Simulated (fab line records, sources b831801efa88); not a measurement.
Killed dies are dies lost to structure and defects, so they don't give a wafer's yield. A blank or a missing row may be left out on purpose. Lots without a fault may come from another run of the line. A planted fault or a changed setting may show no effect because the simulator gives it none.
fab line records | flow gf180mcu
record lots=7 wafers=21 last_day=34
route steps=602 shown HV_LDD@229 NSD@235
lots that met no fault: from a run of the same line without faults
start_h: hours from the record's first day to the start of the lot's first wafer shown | wait_h: hours since the lot's step before | " the same as in the row above | L1.1+2: a row that stands for several wafers | - no value, or no start given | * or withheld: withheld | < > ~ a bound
route shown NAME@n: a module of which the file shows steps, and the number in the route of the first | usual: mean/standard deviation of fault-free wafers | same: alike in all rows | chamber/n: place in a boat | sites: the reading at each site | _std_site: their standard deviation | _edge_site: outer sites' mean less inner sites' | radius_mm: how far each site lies from the wafer's centre | mask NAME#n: copy n | behind: the tool/chamber that last shaped the wafer | hold: why the lot was held/for how many hours/how that ended | device: the transistor (n, p or np) that didn't switch | end of line: the same wafers' tests at the end of the route | a step without rows: its recipe alone | killed: dies lost to structure and defects at the first sort, not the wafer's yield | map: a wafer's dies, x killed, . not, _ none there
set.NAME: the setting as run; set.NAME@STEP: as run at that earlier step | model.NAME: the simulator's own value behind a step, which no gauge read
lots at some steps of the route; a table a step, a row a wafer
services: from which hour (start_h, from the record's first day; less than 0 if before it) a tool's chamber was out of use, for how many hours, and why
## steps
# step GF_HV_LDD_RS_MEAS_53
# recipe thk_meas_gauge=four-point-probe
# usual HV_LDD_RS=418.2/1.2
# columns lot.wafer tool chamber start_h wait_h HV_LDD_RS[ohm/sq]
L683.4 film_metro-01 - 301.82 0.1 417.7
L683.5 " - " " 418.3
L683.6 " - " " 419.1
L690.1 film_metro-02 - 357.31 0.1 420.3
L690.4 " - " " 418.8
L690.6 " - " " 417.3
L691.1 film_metro-01 - 364.40 0.1 416.5
L691.4 " - " " 418.3
L691.6 " - " " 418.0
L692.2 film_metro-02 - 367.93 0.1 418.3
L692.5 " - " " 419.4
L692.6 " - " " 419.5
L693.1 film_metro-04 - 381.17 0.1 416.6
L693.2 " - " " 416.2
L693.4 " - " " 416.3
L696.1 film_metro-02 - 406.02 0.1 419.1
L696.3 " - " " 419.3
L696.6 " - " " 418.8
L702.1 film_metro-01 - 456.21 0.1 417.0
L702.3 " - " " 416.0
L702.5 " - " " 416.5
# step GF_HV_LDD_CVD_54
# recipe material=SiO2 target_thk_nm=10 precursor=TEOS temp_c=680 time_s=75 pressure_mtorr=400
# step GF_HV_LDD_THK_MEAS_55
# recipe reads=SiO2_of_HV_LDD_CVD_54
# usual HV_LDD_CVD_54_THK=9.95/0.12
# columns lot.wafer tool chamber start_h wait_h HV_LDD_CVD_54_THK[nm]
L683.4 film_metro-02 - 302.93 0.0 9.79
L683.5 " - " " 9.76
L683.6 " - " " 9.72
L690.1 film_metro-01 - 358.45 0.0 9.79
L690.4 " - " " 9.85
L690.6 " - " " 9.79
L691.1 film_metro-02 - 365.54 0.0 10.01
L691.4 " - " " 9.90
L691.6 " - " " 10.03
L692.2 film_metro-01 - 369.06 0.0 9.92
L692.5 " - " " 9.79
L692.6 " - " " 9.94
L693.1 film_metro-01 - 382.82 0.0 10.22
L693.2 " - " " 10.29
L693.4 " - " " 10.13
L696.1 film_metro-04 - 407.16 0.0 9.85
L696.3 " - " " 9.86
L696.6 " - " " 9.74
L702.1 film_metro-04 - 457.35 0.0 9.97
L702.3 " - " " 9.82
L702.5 " - " " 9.88
# step GF_HV_LDD_CVD_56
# recipe material=Si3N4 precursor=DCS/NH3 target_thk_nm=90 temp_c=770 time_s=1543 pressure_mtorr=250
# step GF_HV_LDD_THK_MEAS_57
# recipe reads=Si3N4_of_HV_LDD_CVD_56
# usual HV_LDD_CVD_56_THK=89.9/1.1
# columns lot.wafer tool chamber start_h wait_h HV_LDD_CVD_56_THK[nm]
L683.4 film_metro-02 - 304.42 0.0 92.0
L683.5 " - " " 91.4
L683.6 " - " " 91.7
L690.1 film_metro-01 - 359.94 0.0 90.7
L690.4 " - " " 90.6
L690.6 " - " " 91.0
L691.1 film_metro-01 - 367.03 0.0 89.2
L691.4 " - " " 88.9
L691.6 " - " " 89.4
L692.2 film_metro-04 - 371.26 0.0 88.5
L692.5 " - " " 88.6
L692.6 " - " " 88.2
L693.1 film_metro-04 - 385.02 0.0 91.1
L693.2 " - " " 90.6
L693.4 " - " " 90.8
L696.1 film_metro-04 - 408.64 0.0 91.2
L696.3 " - " " 90.5
L696.6 " - " " 90.2
L702.1 film_metro-01 - 458.83 0.0 89.0
L702.3 " - " " 89.2
L702.5 " - " " 89.5
# step GF_HV_LDD_ETCHBACK_58
# recipe chemistry=CH3F/O2 target=Si3N4 stop_on=SiO2 source_w=400 bias_w=80 pressure_mtorr=25 ch3f_flow_sccm=40 O2_flow_sccm=30 time_s=100 target_depth_a=900
# usual drypump_motor_current_A=5.8/0.49 oes_product_au=0.842/0.0068 throttle_valve_pct=10.560/0.0091
# columns lot.wafer tool chamber start_h wait_h drypump_motor_current_A oes_product_au rf_hours_counter_h throttle_valve_pct
L683.4 rie_diel-01 1 304.48 0.1 6.3 0.851 - 10.556
L683.5 " 0 " " 6.3 0.844 - 10.569
L683.6 " 3 " " 6.1 0.844 - 10.568
L690.1 rie_diel-01 2 360.00 0.1 6.1 0.842 75 10.562
L690.4 " 3 " " 6.1 0.852 0 10.565
L690.6 " 1 " " 6.4 0.853 - 10.554
L691.1 rie_diel-01 1 367.09 0.1 6.3 0.848 17 10.567
L691.4 " 2 " " 6.1 0.839 75 10.566
L691.6 " 0 " " 6.4 0.846 - 10.551
L692.2 rie_diel-01 2 371.31 0.0 6.1 0.839 75 10.564
L692.5 " 3 " " 6.0 0.836 - 10.548
L692.6 " 0 " " 6.3 0.832 - 10.557
L693.1 rie_diel-04 0 385.08 0.1 5.7 0.849 2 10.569
L693.2 " 2 " " 5.8 0.843 79 10.564
L693.4 " 1 " " 4.6 0.846 78 10.559
L696.1 rie_diel-04 2 408.70 0.1 5.8 0.848 79 10.562
L696.3 " 3 " " 5.8 0.852 64 10.573
L696.6 " 0 " " 5.8 0.843 - 10.561
L702.1 rie_diel-04 0 458.89 0.1 5.7 0.838 5 10.575
L702.3 " 2 " " 5.8 0.839 80 10.548
L702.5 " 2 " " 5.8 0.839 - 10.558
# step GF_NSD_DEHYDRATE_00
# recipe temp_c=200 time_s=60
# step GF_NSD_HMDS_01
# recipe prime_time_s=60 prime_temp_c=120
# step GF_NSD_COAT_02
# recipe resist=NOVOLAK spin_rpm=3000 resist_thk_nm=1000
# step GF_NSD_SOFTBAKE_03
# recipe temp_c=90 time_s=60 resist=NOVOLAK
# step GF_NSD_EXPOSE_04
# recipe mask_id=Nplus target_cd_nm=400 na=0.6 source_shape=conventional sigma_outer=0.6 dose_mj=140
# step GF_NSD_PEB_05
# recipe temp_c=withheld time_s=* resist=NOVOLAK
# step GF_NSD_DEVELOP_06
# recipe develop_time_s=60 dev_temp_c=23
# usual chill_plate_temp_C=22.98/0.11 develop_time_s=60/0
# columns lot.wafer tool chamber start_h wait_h chill_plate_temp_C develop_time_s
L683.4 litho_track-01 0 325.55 0.1 22.97 60
L683.5 " 0 " " 22.90 60
L683.6 " 0 " " 22.85 60
L690.1 litho_track-04 - 382.07 0.1 - -
L690.4 " - " " - -
L690.6 " - " " - -
L691.1 litho_track-03 - 390.53 0.1 - -
L691.4 " - " " - -
L691.6 " - " " - -
L692.2 litho_track-03 - 393.66 0.1 - -
L692.5 " - " " - -
L692.6 " - " " - -
L693.1 litho_track-03 0 408.23 0.1 22.96 60
L693.2 " 0 " " 22.94 60
L693.4 " 0 " " 23.03 60
L696.1 litho_track-04 0 432.47 0.1 23.10 60
L696.3 " 0 " " 23.10 60
L696.6 " 0 " " 23.10 60
L702.1 litho_track-04 0 483.22 0.1 22.75 60
L702.3 " 0 " " 22.85 60
L702.5 " 0 " " 23.00 60
# step GF_NSD_CD_MEAS_07
# recipe target_cd_nm=400
# usual cd_nm=400.3/2.8
# columns lot.wafer tool chamber start_h wait_h cd_nm
L683.4 cd_sem-02 - 325.69 0.1 399.2
L683.5 " - " " 398.6
L683.6 " - " " 397.4
L690.1 cd_sem-02 - 382.22 0.1 -
L690.4 " - " " -
L690.6 " - " " -
L691.1 cd_sem-01 - 390.68 0.1 -
L691.4 " - " " -
L691.6 " - " " -
L692.2 cd_sem-01 - 393.80 0.1 -
L692.5 " - " " -
L692.6 " - " " -
L693.1 cd_sem-02 - 408.38 0.1 402.2
L693.2 " - " " 400.2
L693.4 " - " " 400.6
L696.1 cd_sem-02 - 432.62 0.1 402.2
L696.3 " - " " 403.8
L696.6 " - " " 404.5
L702.1 cd_sem-02 - 483.37 0.1 394.8
L702.3 " - " " 394.8
L702.5 " - " " 395.4
## services
# columns tool chamber start_h hours kind
rie_diel-01 2 298.92 7.6 repair
rie_diel-01 3 326.53 - clean
rie_diel-01 3 326.53 18.4 scheduled_down
rie_diel-01 3 326.53 18.4 vent_cycle
rie_diel-04 3 370.02 3.9 repair
rie_diel-04 0 371.84 2.3 repair
rie_diel-01 3 413.63 7.4 repair
litho_track-03 - 420.86 - consumable_replace:filter
rie_diel-01 - 445.65 15.6 pm
## key
first_sign step=GF_NSD_DEVELOP_06 reading=tool_record direction=missing
effect none on later readings
met_at GF_NSD_DEVELOP_06
struck_wafers L690.1,L690.4,L690.6,L691.1,L691.4,L691.6,L692.2,L692.5,L692.6
sort_left_out L690.1,L690.4,L690.6,L691.1,L691.4,L691.6,L692.2,L692.5,L692.6
tester_left_out L690,L691,L692
fault kind=skipped_step_whole tool=litho_track-03,litho_track-04 chamber=- onset_h=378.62 steps=GF_NSD_DEVELOP_06 scope=struck_lots_only
# tester_left_out: of these lots the tester's yield and bins aren't shown, on N5 and GAA mostly nor the transistor test; their killed dies are dies lost to structure and defects alone, not to doping, threshold or leakage, so they don't give the yield
# sort_left_out: the simulated sort isn't trusted on such a fault, so these wafers' sort isn't shown, and their yield isn't known
